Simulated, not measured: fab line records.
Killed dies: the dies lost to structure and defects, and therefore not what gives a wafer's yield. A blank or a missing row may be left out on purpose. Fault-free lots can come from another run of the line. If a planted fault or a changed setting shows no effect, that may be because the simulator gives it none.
Struck lot and sound lot, side by side + flow sky130 + 21 steps out of a route of 708
Sound: these wafers, L201.1, L201.3, L201.6. The struck wafers were L205.1, L205.3, L205.6. The cause comes at the end.
Each step with rows lists, per side, the tool, then ch with its chambers, then its first start. Under that, the readings that differ: sound wafers + struck wafers + difference of the means + sigmas: that difference in standard deviations of wafers without a fault.
alike: readings whose means differ by less than 2 such deviations, and words and numbers that are the same on both sides. not compared: withheld readings, readings that some wafer has no value for, bounds like >300 that may hide the same value, and numbers for which the record gives no deviation and whose values overlap.
A row with sigmas, a row that says differs or no value, or rows on one side alone: a step with any of these is where the two part. Numbers that have no deviation but don't overlap get no sigmas and don't part them. A reading missing from all wafers of one side parts the sides only when that side holds two or more wafers.

first, 1 step without rows for these wafers: SKY_RES_XHIGH_IMPLANT_07.
SKY_RES_XHIGH_STRIP_08: strips in O2/N2.
  sound on plasmaAsher-04 ch 0,1, day 27 12:24; struck on plasmaAsher-01 ch 0, day 29 07:45
  alike: drypumpMotorCurrentA, oesProductAu, stripTimeToEndpointS
  not compared: rfHoursCounterH
SKY_RES_XHIGH_TW_MEAS_09:
  sound on filmMetro-04 at day 27 12:30; struck on filmMetro-04 at day 29 07:51
  alike: RES_XHIGH_TW
then, 7 steps without rows for these wafers: SKY_SD_N_DEHYDRATE_00 (time 60 s); SKY_SD_N_HMDS_01 (prime time 60 s); SKY_SD_N_COAT_02 (resist thk 1140 nm); SKY_SD_N_SOFTBAKE_03 (time 60 s); SKY_SD_N_EXPOSE_04 (exposes mask NSDM, target cd 380 nm); SKY_SD_N_PEB_05; SKY_SD_N_DEVELOP_06 (develop time 60 s).
SKY_SD_N_CD_MEAS_07: the cd target is 380 nm.
  sound on cdSem-02 at day 28 16:32; struck on cdSem-01 at day 30 11:50
  alike: cdNm
SKY_SD_N_OVL_MEAS_08:
  sound on overlay-02 at day 28 16:39; struck on overlay-02 at day 30 11:58
  alike: SD_N_OVL
SKY_SD_N_IMPLANT_09:
  sound on implanter-03 ch 0, day 28 16:41; struck on implanter-03 ch 0, day 30 11:59
| reading                  | sound                | struck               | difference | sigmas      |
|--------------------------|----------------------|----------------------|------------|-------------|
| beamEnergyKeV            | 50.011 49.982 49.992 | 45.034 45.046 45.032 | -4.958     | -99 or more |
| model.implant.rpNm (nm)  | 31.54 31.54 31.54    | 28.97 28.97 28.97    | -2.57      |             |
| model.implant.drpNm (nm) | 14.11 14.11 14.11    | 13.05 13.05 13.05    | -1.06      |             |
  alike: faradayCurrentUA
after that, 1 step had no rows for these wafers: SKY_SD_N_IMPLANT_10.
SKY_SD_N_STRIP_11: strips in O2/N2.
  sound on plasmaAsher-02 ch 0,1, day 28 16:59; struck on plasmaAsher-02 ch 0,1, day 30 12:17
| reading                  | sound             | struck            | difference | sigmas |
|--------------------------|-------------------|-------------------|------------|--------|
| stripTimeToEndpointS (s) | 22.58 22.56 22.57 | 21.83 21.82 21.81 | -0.75      | -20    |
  alike: drypumpMotorCurrentA, oesProductAu
  not compared: rfHoursCounterH
SKY_SD_N_TW_MEAS_12:
  sound on filmMetro-04 at day 28 17:05; struck on filmMetro-04 at day 30 12:23
  alike: SD_N_TW
then, 1 step without rows for these wafers: SKY_SD_N_CLEAN_13 (cleans in SC1/SC2, time 150 s).
SKY_SD_N_RTA_14: time 2 s.
  sound on rtpAnneal-02 ch 0, day 28 17:12; struck on rtpAnneal-02 ch 0, day 30 12:30
  alike: annealTempCMax, lampPowerPct, wafer_temp_C_max
SKY_SD_N_RS_MEAS_16: measurement is done with a four-point probe.
  sound on filmMetro-01 at day 28 17:22; struck on filmMetro-03 at day 30 12:41
| reading          | sound             | struck            | difference | sigmas |
|------------------|-------------------|-------------------|------------|--------|
| SD_N_RS (ohm/sq) | 68.45 68.55 68.50 | 72.26 72.23 72.16 | +3.72      | +37    |
SKY_SD_N_RS_MEAS_17: measurement is done with a four-point probe.
  sound on filmMetro-01 at day 28 17:29; struck on filmMetro-03 at day 30 12:48
  alike: SD_P_RS
-- here the record skips 17 days between the struck wafers' starts before and after, leaving off in module SD_N and picking up in module PAD_OPEN (first step shown: number 708 of the route) --
SKY_PAD_OPEN_PROBE_99:
  sound on prober-02 at day 46 05:53; struck on prober-02 at day 47 13:02
| reading                        | sound             | struck            | difference | sigmas |
|--------------------------------|-------------------|-------------------|------------|--------|
| model.etest.resNdiff.lineOhmUm | 787 794.1 773.6   | 796.8 816 799.1   | +19.1      |        |
| model.etest.resNdiff.rsOhmSq   | 120.4 121.1 119.8 | 126.6 126.1 126.5 | +6.0       |        |
| model.etest.resNdiffHv.rsOhmSq | 114.9 114.6 115   | 120.3 119.9 120   | +5.2       |        |
  alike: killed_at_M0_to_M3, killed_at_M4_up, killedAtContacts, killedAtFrontEnd, killedAtOther, killedDies, killedOpen, killedShort

== WHERE THEY PART ==
Last at SKY_SD_N_RS_MEAS_16 as far as this record goes, first at SKY_SD_N_IMPLANT_09. Later steps at which nothing parts them and some readings are alike: SKY_SD_N_RS_MEAS_17, SKY_PAD_OPEN_PROBE_99.

WHY: whatever the simulator had introduced
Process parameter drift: implanter-03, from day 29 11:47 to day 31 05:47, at SKY_SD_N_IMPLANT_09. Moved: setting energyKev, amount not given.
